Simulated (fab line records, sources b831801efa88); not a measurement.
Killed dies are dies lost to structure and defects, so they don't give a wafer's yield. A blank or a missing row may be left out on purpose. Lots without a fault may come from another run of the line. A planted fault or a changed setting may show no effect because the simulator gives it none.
Chamber matching | flow gf180mcu | GF_V3_CMP_04 on cmp-01: 3 sister chambers
The step polishes SiO2. 3 wafers are shown with their chamber, then 5 later ones without.

WAFERS WITH THEIR CHAMBER
wafer  | chamber | edge_zone_pressure_frac
L610.2 | 1       | 0.991
L614.1 | 0       | 1.004
L614.2 | 3       | 1.001

WAFERS WITHOUT THEIR CHAMBER
wafer  | edge_zone_pressure_frac
L617.1 | 0.997
L617.5 | 1.000
L617.6 | 1.010
L618.2 | 1.010
L618.4 | 0.999

WHICH CHAMBER EACH WENT THROUGH
wafer  | from the rows above          | in truth
L617.1 | can't be placed: 3 or 1 or 0 | 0
L617.5 | can't be placed: 3 or 0 or 1 | 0
L617.6 | can't be placed: 0 or 3      | 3
L618.2 | can't be placed: 0 or 3      | 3
L618.4 | can't be placed: 3 or 0 or 1 | 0
Placed correctly: 0 of 5. Can't be placed from these rows: 5 (the true chamber is among the candidates in 5). Placed wrongly: 0.
How it was worked out, from the rows above alone: a wafer's distance from a chamber is the root of the sum, over the readings, of the square of ((its reading less the chamber's mean) divided by the reading's scatter). The wafer belongs to the nearest chamber; if the next one is less than 2 further off, it can't be placed. A chamber's mean is the mean of its shown wafers. The scatter: with one shown wafer a chamber, the root of the mean of the squares of how far each hidden wafer lies from its nearest shown one.
